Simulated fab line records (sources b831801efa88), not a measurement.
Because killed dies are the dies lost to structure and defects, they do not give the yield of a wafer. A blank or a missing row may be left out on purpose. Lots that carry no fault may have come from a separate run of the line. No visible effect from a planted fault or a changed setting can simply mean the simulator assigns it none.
fab line records + flow gf180mcu
record:
- lots: 11
- wafers: 33
- last_day: 34
route steps=602 shown V2@385 M3@411
lots that met no fault: from a run of the same line without faults
start_h: start of the lot's first displayed wafer, in hours after the record's first day + wait_h: hours from the lot's prior step to this one + " identical to the entry in the row above + L1.1+2: a single row standing in for several wafers + - no value present, or no start provided + * or withheld: withheld + < > ~ a bound
route shown NAME@n: names a module that has steps shown in the file, with the first one's number in the route + usual: average and standard deviation across the fault-free wafers + same: alike in all rows + chamber/n: place in a boat + sites: per-site readings + _std_site: how widely they spread, as a standard deviation + _edge_site: inner sites' mean taken away from outer sites' mean + radius_mm: for every site, how far away it sits from the centre of the wafer + mask NAME#n: copy n + behind: the tool/chamber that last shaped the wafer + hold: why the lot was held/for how many hours/how that ended + device: whichever transistor did not switch (one of n, p or np) + end of line: tests of these same wafers at the route's end + a step with no rows: only its recipe + killed: count of dies lost to structure and defects at first sort (not the wafer's yield) + map: the dies of a wafer, with x for killed, . for not killed, _ for no die there
set.NAME: the setting the step ran with; set.NAME@STEP: the setting that earlier step ran with + model.NAME: the simulator's own value behind a step, which no gauge read
one table for each step of the route and one row for each wafer, over a sample of lots
services: when a tool's chamber went out of use (start_h, in hours from the record's first day, below 0 if earlier), for how many hours, and the reason
== steps ==
step: GF_V2_THK_MEAS_03
recipe:
- reads: SiO2_of_V2_CVD_02
usual:
- V2_CVD_02_THK: 849/11
| lot.wafer | tool          | chamber | start_h | wait_h | V2_CVD_02_THK[nm] |
|-----------|---------------|---------|---------|--------|-------------------|
| L663.2    | film_metro-04 | -       | 434.31  | 0.0    | 840               |
| L663.4    | "             | -       | "       | "      | 855               |
| L663.5    | "             | -       | "       | "      | 860               |
| L664.1    | film_metro-01 | -       | 444.22  | 0.0    | 831               |
| L664.2    | "             | -       | "       | "      | 841               |
| L664.6    | "             | -       | "       | "      | 856               |
| L666.3    | film_metro-01 | -       | 466.23  | 0.1    | 841               |
| L666.4    | "             | -       | "       | "      | 859               |
| L666.6    | "             | -       | "       | "      | 851               |
| L671.1    | film_metro-04 | -       | 513.73  | 0.0    | 845               |
| L671.2    | "             | -       | "       | "      | 839               |
| L671.6    | "             | -       | "       | "      | 854               |
| L672.3    | film_metro-01 | -       | 526.32  | 0.1    | 836               |
| L672.4    | "             | -       | "       | "      | 847               |
| L672.5    | "             | -       | "       | "      | 845               |
| L674.1    | film_metro-01 | -       | 537.59  | 0.0    | 857               |
| L674.5    | "             | -       | "       | "      | 857               |
| L674.6    | "             | -       | "       | "      | 862               |
| L682.1    | film_metro-04 | -       | 600.39  | 0.0    | 828               |
| L682.2    | "             | -       | "       | "      | 833               |
| L682.3    | "             | -       | "       | "      | 836               |
| L683.1    | film_metro-01 | -       | 608.46  | 0.0    | 836               |
| L683.2    | "             | -       | "       | "      | 843               |
| L683.4    | "             | -       | "       | "      | 855               |
| L684.1    | film_metro-04 | -       | 617.65  | 0.0    | 849               |
| L684.2    | "             | -       | "       | "      | 852               |
| L684.5    | "             | -       | "       | "      | 856               |
| L685.2    | film_metro-03 | -       | 621.38  | 0.0    | 838               |
| L685.4    | "             | -       | "       | "      | 850               |
| L685.5    | "             | -       | "       | "      | 854               |
| L686.4    | film_metro-03 | -       | 623.67  | 0.0    | 858               |
| L686.5    | "             | -       | "       | "      | 845               |
| L686.6    | "             | -       | "       | "      | 842               |
step: GF_V2_CVD_23
recipe:
- material: W
- target_thk_nm: 350
- time_s: 104.94
- temp_c: 400
- pressure_torr: 40
usual:
- chamber_pressure_Torr: 40.00/0.081
- heater_power_w: 769/92
- susceptor_temp_C: 400.06/0.25
| lot.wafer | tool     | chamber | start_h | wait_h | chamber_pressure_Torr | heater_power_w | susceptor_temp_C |
|-----------|----------|---------|---------|--------|-----------------------|----------------|------------------|
| L663.2    | cvd_w-01 | 1       | 460.15  | 0.0    | 39.85                 | 732            | 400.12           |
| L663.4    | "        | 1       | "       | "      | 40.04                 | 741            | 400.31           |
| L663.5    | "        | 1       | "       | "      | 40.00                 | 743            | 400.01           |
| L664.1    | cvd_w-02 | 1       | 469.77  | 0.0    | 40.09                 | 788            | 399.73           |
| L664.2    | "        | 0       | "       | "      | 39.93                 | 670            | 399.80           |
| L664.6    | "        | 1       | "       | "      | 39.88                 | 793            | 400.04           |
| L666.3    | cvd_w-01 | 1       | 491.30  | 0.1    | 40.06                 | 741            | 400.09           |
| L666.4    | "        | 0       | "       | "      | 40.01                 | 915            | 400.32           |
| L666.6    | "        | 1       | "       | "      | 39.99                 | 749            | 399.84           |
| L671.1    | cvd_w-01 | 1       | 538.19  | 0.0    | 39.99                 | 702            | 388.65           |
| L671.2    | "        | 0       | "       | "      | 40.06                 | 916            | 400.11           |
| L671.6    | "        | 0       | "       | "      | 40.07                 | 927            | 400.02           |
| L672.3    | cvd_w-01 | 1       | 550.80  | 0.1    | 39.93                 | 694            | 388.55           |
| L672.4    | "        | 0       | "       | "      | 40.07                 | 922            | 400.09           |
| L672.5    | "        | 1       | "       | "      | 39.92                 | 699            | 389.02           |
| L674.1    | cvd_w-02 | 0       | 561.74  | 0.0    | 40.08                 | 658            | 400.43           |
| L674.5    | "        | 0       | "       | "      | 40.07                 | 670            | 399.65           |
| L674.6    | "        | 1       | "       | "      | 39.98                 | 806            | 400.47           |
| L682.1    | cvd_w-02 | 0       | 622.44  | 0.0    | 39.98                 | 664            | 399.88           |
| L682.2    | "        | 1       | "       | "      | 40.09                 | 803            | 400.04           |
| L682.3    | "        | 1       | "       | "      | 39.98                 | 788            | 399.97           |
| L683.1    | cvd_w-02 | 0       | 630.27  | 0.0    | 40.02                 | 670            | 399.84           |
| L683.2    | "        | 1       | "       | "      | 39.99                 | 821            | 400.54           |
| L683.4    | "        | 0       | "       | "      | 40.02                 | 666            | 399.90           |
| L684.1    | cvd_w-02 | 0       | 638.70  | 0.0    | 40.05                 | 657            | 399.90           |
| L684.2    | "        | 1       | "       | "      | 39.95                 | 816            | 400.31           |
| L684.5    | "        | 1       | "       | "      | 40.01                 | 805            | 400.39           |
| L685.2    | cvd_w-02 | 0       | 642.89  | 0.0    | 39.94                 | 652            | 400.62           |
| L685.4    | "        | 1       | "       | "      | 40.01                 | 810            | 400.12           |
| L685.5    | "        | 1       | "       | "      | 40.03                 | 779            | 400.34           |
| L686.4    | cvd_w-02 | 1       | 644.92  | 0.0    | 39.93                 | 812            | 400.24           |
| L686.5    | "        | 1       | "       | "      | 39.92                 | 792            | 400.21           |
| L686.6    | "        | 0       | "       | "      | 39.95                 | 652            | 399.97           |
step: GF_V2_RS_MEAS_24
recipe:
- thk_meas_gauge: four-point-probe
- reads: W_of_V2_CVD_23+TiN_of_V2_SPUTTER_22+Ti_of_V2_SPUTTER_21
usual:
- V2_W_RS: 0.3279/0.003
| lot.wafer | tool          | chamber | start_h | wait_h | V2_W_RS[ohm/sq] |
|-----------|---------------|---------|---------|--------|-----------------|
| L663.2    | film_metro-01 | -       | 460.28  | 0.1    | 0.3197          |
| L663.4    | "             | -       | "       | "      | 0.3220          |
| L663.5    | "             | -       | "       | "      | 0.3229          |
| L664.1    | film_metro-04 | -       | 469.88  | 0.1    | 0.3285          |
| L664.2    | "             | -       | "       | "      | 0.3303          |
| L664.6    | "             | -       | "       | "      | 0.3323          |
| L666.3    | film_metro-04 | -       | 491.42  | 0.1    | 0.3256          |
| L666.4    | "             | -       | "       | "      | 0.3326          |
| L666.6    | "             | -       | "       | "      | 0.3283          |
| L671.1    | film_metro-01 | -       | 538.31  | 0.1    | 0.3948          |
| L671.2    | "             | -       | "       | "      | 0.3215          |
| L671.6    | "             | -       | "       | "      | 0.3301          |
| L672.3    | film_metro-04 | -       | 550.92  | 0.1    | 0.4006          |
| L672.4    | "             | -       | "       | "      | 0.3257          |
| L672.5    | "             | -       | "       | "      | 0.4016          |
| L674.1    | film_metro-03 | -       | 561.86  | 0.1    | 0.3275          |
| L674.5    | "             | -       | "       | "      | 0.3284          |
| L674.6    | "             | -       | "       | "      | 0.3294          |
| L682.1    | film_metro-03 | -       | 622.55  | 0.1    | 0.3291          |
| L682.2    | "             | -       | "       | "      | 0.3239          |
| L682.3    | "             | -       | "       | "      | 0.3239          |
| L683.1    | film_metro-01 | -       | 630.39  | 0.1    | 0.3326          |
| L683.2    | "             | -       | "       | "      | 0.3333          |
| L683.4    | "             | -       | "       | "      | 0.3300          |
| L684.1    | film_metro-01 | -       | 638.81  | 0.1    | 0.3329          |
| L684.2    | "             | -       | "       | "      | 0.3300          |
| L684.5    | "             | -       | "       | "      | 0.3248          |
| L685.2    | film_metro-04 | -       | 643.02  | 0.1    | 0.3342          |
| L685.4    | "             | -       | "       | "      | 0.3290          |
| L685.5    | "             | -       | "       | "      | 0.3287          |
| L686.4    | film_metro-03 | -       | 645.06  | 0.1    | 0.3263          |
| L686.5    | "             | -       | "       | "      | 0.3287          |
| L686.6    | "             | -       | "       | "      | 0.3316          |
step: GF_V2_THK_MEAS_25
recipe:
- thk_meas_gauge: xrf
- reads: W_of_V2_CVD_23
usual:
- V2_W_THK: 354/4.1
| lot.wafer | tool          | chamber | start_h | wait_h | V2_W_THK[nm] |
|-----------|---------------|---------|---------|--------|--------------|
| L663.2    | film_metro-01 | -       | 460.39  | 0.1    | 368          |
| L663.4    | "             | -       | "       | "      | 365          |
| L663.5    | "             | -       | "       | "      | 363          |
| L664.1    | film_metro-04 | -       | 470.00  | 0.1    | 355          |
| L664.2    | "             | -       | "       | "      | 358          |
| L664.6    | "             | -       | "       | "      | 355          |
| L666.3    | film_metro-04 | -       | 491.52  | 0.1    | 361          |
| L666.4    | "             | -       | "       | "      | 351          |
| L666.6    | "             | -       | "       | "      | 356          |
| L671.1    | film_metro-01 | -       | 538.43  | 0.1    | 294          |
| L671.2    | "             | -       | "       | "      | 362          |
| L671.6    | "             | -       | "       | "      | 353          |
| L672.3    | film_metro-04 | -       | 551.02  | 0.1    | 291          |
| L672.4    | "             | -       | "       | "      | 358          |
| L672.5    | "             | -       | "       | "      | 289          |
| L674.1    | film_metro-03 | -       | 561.98  | 0.1    | 349          |
| L674.5    | "             | -       | "       | "      | 348          |
| L674.6    | "             | -       | "       | "      | 349          |
| L682.1    | film_metro-03 | -       | 622.67  | 0.1    | 350          |
| L682.2    | "             | -       | "       | "      | 355          |
| L682.3    | "             | -       | "       | "      | 353          |
| L683.1    | film_metro-01 | -       | 630.51  | 0.1    | 351          |
| L683.2    | "             | -       | "       | "      | 350          |
| L683.4    | "             | -       | "       | "      | 353          |
| L684.1    | film_metro-01 | -       | 638.93  | 0.1    | 348          |
| L684.2    | "             | -       | "       | "      | 352          |
| L684.5    | "             | -       | "       | "      | 362          |
| L685.2    | film_metro-04 | -       | 643.13  | 0.1    | 347          |
| L685.4    | "             | -       | "       | "      | 355          |
| L685.5    | "             | -       | "       | "      | 357          |
| L686.4    | film_metro-03 | -       | 645.15  | 0.1    | 352          |
| L686.5    | "             | -       | "       | "      | 352          |
| L686.6    | "             | -       | "       | "      | 345          |
step: GF_V2_CMP_26
recipe:
- stop_on: SiO2
- down_force_psi: 3.5
- platen_rpm: 60
- t_overpolish_s: 15
- target_thk_nm: 0
- pad_velocity_m_s: 0.94248
usual:
- edge_zone_pressure_frac: 1.000/0.0047
- motor_current_A: 10.9/0.9
- time_to_endpoint_s: 83.6/2.9
| lot.wafer | tool   | chamber | start_h | wait_h | edge_zone_pressure_frac | motor_current_A | time_to_endpoint_s |
|-----------|--------|---------|---------|--------|-------------------------|-----------------|--------------------|
| L663.4    | cmp-01 | 3       | 460.49  | 0.1    | 1.000                   | 10.8            | 87.8               |
| L663.2    | "      | 0       | "       | "      | 1.003                   | 9.9             | 80.8               |
| L663.5    | "      | 3       | "       | "      | 1.004                   | 11.0            | 86.7               |
| L664.2    | cmp-02 | 3       | 470.06  | 0.0    | 0.998                   | 9.8             | 82.1               |
| L664.1    | "      | 1       | "       | "      | 0.995                   | 11.1            | 82.1               |
| L664.6    | "      | 0       | "       | "      | 1.001                   | 11.3            | 82.3               |
| L666.4    | cmp-01 | 3       | 491.56  | 0.0    | 1.000                   | 10.4            | 86.4               |
| L666.3    | "      | 0       | "       | "      | 0.998                   | 10.2            | 83.4               |
| L666.6    | "      | 3       | "       | "      | 1.007                   | 10.1            | 89.5               |
| L671.1    | cmp-01 | 0       | 538.54  | 0.1    | 1.008                   | 9.9             | 65.2               |
| L671.2    | "      | 1       | "       | "      | 1.002                   | 11.0            | 84.8               |
| L671.6    | "      | 0       | "       | "      | 1.003                   | 9.9             | 76.8               |
| L672.4    | cmp-02 | 0       | 551.11  | 0.1    | 0.999                   | 10.9            | 81.7               |
| L672.3    | "      | 2       | "       | "      | 0.997                   | 12.2            | 66.9               |
| L672.5    | "      | 0       | "       | "      | 0.999                   | 11.3            | 66.4               |
| L674.1    | cmp-02 | 1       | 562.04  | 0.1    | 0.999                   | 10.9            | 83.0               |
| L674.5    | "      | 1       | "       | "      | 0.998                   | 11.3            | 81.7               |
| L674.6    | "      | 2       | "       | "      | 0.995                   | 13.1            | 79.1               |
| L682.3    | cmp-01 | 3       | 622.78  | 0.1    | 1.002                   | 10.2            | 87.1               |
| L682.1    | "      | 0       | "       | "      | 1.005                   | 10.1            | 81.3               |
| L682.2    | "      | 2       | "       | "      | 0.996                   | 10.9            | 84.0               |
| L683.2    | cmp-01 | 2       | 630.57  | 0.0    | 0.996                   | 11.4            | 81.8               |
| L683.4    | "      | 0       | "       | "      | 1.009                   | 10.4            | 79.1               |
| L683.1    | "      | 1       | "       | "      | 1.003                   | 11.2            | 82.9               |
| L684.1    | cmp-02 | 0       | 638.99  | 0.1    | 0.997                   | 10.9            | 77.7               |
| L684.2    | "      | 3       | "       | "      | 1.001                   | 10.0            | 79.7               |
| L684.5    | "      | 0       | "       | "      | 1.003                   | 11.2            | 84.3               |
| L685.2    | cmp-01 | 3       | 643.18  | 0.0    | 0.998                   | 10.6            | 81.4               |
| L685.4    | "      | 2       | "       | "      | 1.004                   | 11.6            | 78.7               |
| L685.5    | "      | 3       | "       | "      | 0.998                   | 10.5            | 84.2               |
| L686.4    | cmp-01 | 2       | 645.28  | 0.1    | 1.009                   | 11.1            | 80.8               |
| L686.6    | "      | 0       | "       | "      | 1.011                   | 9.7             | 78.6               |
| L686.5    | "      | 1       | "       | "      | 0.994                   | 10.8            | 82.2               |
step: GF_M3_SPUTTER_02
recipe:
- material: AlCu
- target_thk_nm: 450
- power_w: 10600
- time_s: 23.9
- chamber_pressure_pa: 0.4
usual:
- cathode_dc_power_W: 10600/1.8
- throttle_valve_pct: 29.6/0.96
| lot.wafer | tool           | chamber | start_h | wait_h | cathode_dc_power_W | throttle_valve_pct |
|-----------|----------------|---------|---------|--------|--------------------|--------------------|
| L663.2    | pvd_sputter-03 | -       | 460.87  | 0.0    | 10600              | 29.5               |
| L663.4    | "              | -       | "       | "      | 10600              | 30.7               |
| L663.5    | "              | -       | "       | "      | 10601              | 29.8               |
| L664.1    | pvd_sputter-04 | -       | 470.49  | 0.0    | 10599              | 31.0               |
| L664.2    | "              | -       | "       | "      | 10598              | 28.8               |
| L664.6    | "              | -       | "       | "      | 10598              | 30.9               |
| L666.3    | pvd_sputter-04 | -       | 491.99  | 0.0    | 10598              | 30.9               |
| L666.4    | "              | -       | "       | "      | 10602              | 28.9               |
| L666.6    | "              | -       | "       | "      | 10602              | 28.9               |
| L671.1    | pvd_sputter-04 | -       | 538.92  | 0.0    | 10601              | 30.7               |
| L671.2    | "              | -       | "       | "      | 10601              | 29.8               |
| L671.6    | "              | -       | "       | "      | 10603              | 30.1               |
| L672.3    | pvd_sputter-03 | -       | 551.49  | 0.0    | 10599              | 29.9               |
| L672.4    | "              | -       | "       | "      | 10599              | 29.8               |
| L672.5    | "              | -       | "       | "      | 10599              | 30.7               |
| L674.1    | pvd_sputter-04 | -       | 562.47  | 0.0    | 10601              | 29.1               |
| L674.5    | "              | -       | "       | "      | 10602              | 29.2               |
| L674.6    | "              | -       | "       | "      | 10600              | 29.8               |
| L682.1    | pvd_sputter-03 | -       | 623.21  | 0.0    | 10600              | 29.8               |
| L682.2    | "              | -       | "       | "      | 10603              | 30.9               |
| L682.3    | "              | -       | "       | "      | 10598              | 28.9               |
| L683.1    | pvd_sputter-04 | -       | 631.00  | 0.0    | 10601              | 29.3               |
| L683.2    | "              | -       | "       | "      | 10601              | 30.9               |
| L683.4    | "              | -       | "       | "      | 10598              | 29.9               |
| L684.1    | pvd_sputter-04 | -       | 639.42  | 0.0    | 10599              | 29.2               |
| L684.2    | "              | -       | "       | "      | 10600              | 28.9               |
| L684.5    | "              | -       | "       | "      | 10602              | 29.9               |
| L685.2    | pvd_sputter-01 | -       | 643.61  | 0.0    | 10602              | 28.1               |
| L685.4    | "              | -       | "       | "      | 10602              | 28.0               |
| L685.5    | "              | -       | "       | "      | 10602              | 31.1               |
| L686.4    | pvd_sputter-01 | -       | 645.61  | 0.0    | 10600              | 28.2               |
| L686.5    | "              | -       | "       | "      | 10602              | 28.4               |
| L686.6    | "              | -       | "       | "      | 10599              | 28.0               |
step: GF_M3_RS_MEAS_05
recipe:
- thk_meas_gauge: four-point-probe
- reads: TiN_of_M3_SPUTTER_04+Ti_of_M3_SPUTTER_03+AlCu_of_M3_SPUTTER_02+TiN_of_M3_SPUTTER_01+Ti_of_M3_SPUTTER_00
usual:
- M3_ALCU_RS: 0.0697/0.00079
| lot.wafer | tool          | chamber | start_h | wait_h | M3_ALCU_RS[ohm/sq] |
|-----------|---------------|---------|---------|--------|--------------------|
| L663.2    | film_metro-04 | -       | 460.98  | 0.0    | 0.0688             |
| L663.4    | "             | -       | "       | "      | 0.0695             |
| L663.5    | "             | -       | "       | "      | 0.0700             |
| L664.1    | film_metro-02 | -       | 470.58  | 0.0    | 0.0696             |
| L664.2    | "             | -       | "       | "      | 0.0711             |
| L664.6    | "             | -       | "       | "      | 0.0696             |
| L666.3    | film_metro-02 | -       | 492.12  | 0.1    | 0.0681             |
| L666.4    | "             | -       | "       | "      | 0.0693             |
| L666.6    | "             | -       | "       | "      | 0.0692             |
| L671.1    | film_metro-04 | -       | 539.01  | 0.0    | 0.0698             |
| L671.2    | "             | -       | "       | "      | 0.0715             |
| L671.6    | "             | -       | "       | "      | 0.0714             |
| L672.3    | film_metro-02 | -       | 551.62  | 0.1    | 0.0697             |
| L672.4    | "             | -       | "       | "      | 0.0698             |
| L672.5    | "             | -       | "       | "      | 0.0705             |
| L674.1    | film_metro-02 | -       | 562.56  | 0.0    | 0.0716             |
| L674.5    | "             | -       | "       | "      | 0.0701             |
| L674.6    | "             | -       | "       | "      | 0.0712             |
| L682.1    | film_metro-02 | -       | 623.30  | 0.0    | 0.0682             |
| L682.2    | "             | -       | "       | "      | 0.0700             |
| L682.3    | "             | -       | "       | "      | 0.0696             |
| L683.1    | film_metro-01 | -       | 631.09  | 0.0    | 0.0701             |
| L683.2    | "             | -       | "       | "      | 0.0694             |
| L683.4    | "             | -       | "       | "      | 0.0710             |
| L684.1    | film_metro-01 | -       | 639.51  | 0.0    | 0.0703             |
| L684.2    | "             | -       | "       | "      | 0.0709             |
| L684.5    | "             | -       | "       | "      | 0.0711             |
| L685.2    | film_metro-01 | -       | 643.72  | 0.0    | 0.0703             |
| L685.4    | "             | -       | "       | "      | 0.0697             |
| L685.5    | "             | -       | "       | "      | 0.0695             |
| L686.4    | film_metro-01 | -       | 645.76  | 0.1    | 0.0690             |
| L686.5    | "             | -       | "       | "      | 0.0689             |
| L686.6    | "             | -       | "       | "      | 0.0690             |
== services ==
| tool           | chamber | start_h | hours | kind                           |
|----------------|---------|---------|-------|--------------------------------|
| cmp-01         | -       | 437.57  | 3.2   | repair                         |
| cmp-02         | -       | 445.51  | 0.3   | repair                         |
| cmp-02         | -       | 460.01  | 1.3   | repair                         |
| pvd_sputter-04 | -       | 518.18  | 3.9   | repair                         |
| pvd_sputter-03 | -       | 518.79  | 9.6   | repair                         |
| pvd_sputter-01 | 1       | 520.85  | -     | consumable_replace:kit         |
| cvd_w-02       | 1       | 523.07  | 10.2  | repair                         |
| pvd_sputter-04 | -       | 527.09  | 1.4   | repair                         |
| pvd_sputter-01 | -       | 538.07  | 8.1   | repair                         |
| cmp-01         | -       | 546.27  | 0.3   | repair                         |
| cmp-01         | -       | 550.51  | 2.6   | repair                         |
| cvd_w-01       | -       | 569.70  | 1.0   | repair                         |
| cmp-02         | -       | 572.00  | 4.0   | pm                             |
| cmp-02         | -       | 573.46  | 1.5   | repair                         |
| cmp-02         | -       | 576.00  | -     | consumable_replace:conditioner |
| cmp-02         | -       | 576.00  | -     | consumable_replace:pad         |
| pvd_sputter-04 | 3       | 602.36  | -     | consumable_replace:kit         |
| pvd_sputter-04 | 3       | 602.36  | 18.0  | scheduled_down                 |
| pvd_sputter-04 | 3       | 602.36  | 18.0  | vent_cycle                     |
| cvd_w-01       | -       | 607.92  | 1.1   | repair                         |
| pvd_sputter-03 | -       | 608.10  | 1.5   | repair                         |
| cmp-02         | -       | 620.52  | 3.0   | pm                             |
| pvd_sputter-03 | 2       | 630.06  | -     | consumable_replace:kit         |
| cmp-01         | -       | 633.70  | 5.7   | pm                             |
== key ==
first_sign:
- step: GF_V2_CVD_23
- reading: susceptor_temp_C
- direction: down
- sigmas: 45
- usual: *
- struck: *
effect:
- step: GF_V2_RS_MEAS_24
- reading: V2_W_RS
- direction: up
- sigmas: 24
- usual: 0.3279
- struck: 0.3990
effect:
- step: GF_V2_THK_MEAS_25
- reading: V2_W_THK
- direction: down
- sigmas: 15
- usual: 354
- struck: 292
effect:
- step: GF_V2_CMP_26
- reading: time_to_endpoint_s
- direction: down
- sigmas: 6
- usual: *
- struck: *
met_at GF_V2_CVD_23
struck_lots L671,L672
struck_wafers L671.1,L672.3,L672.5
not_acting_at GF_V2_THK_MEAS_03,GF_M3_SPUTTER_02,GF_M3_RS_MEAS_05
onset_between 491.30 538.19
fault:
- kind: process_parameter_drift
- tool: cvd_w-01
- chamber: 1
- onset_h: 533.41
- steps: GF_V2_CVD_23
- channel: temp_c
- offset: *
- shape: step
- end_h: 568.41
- acts_in: *
- stated: *
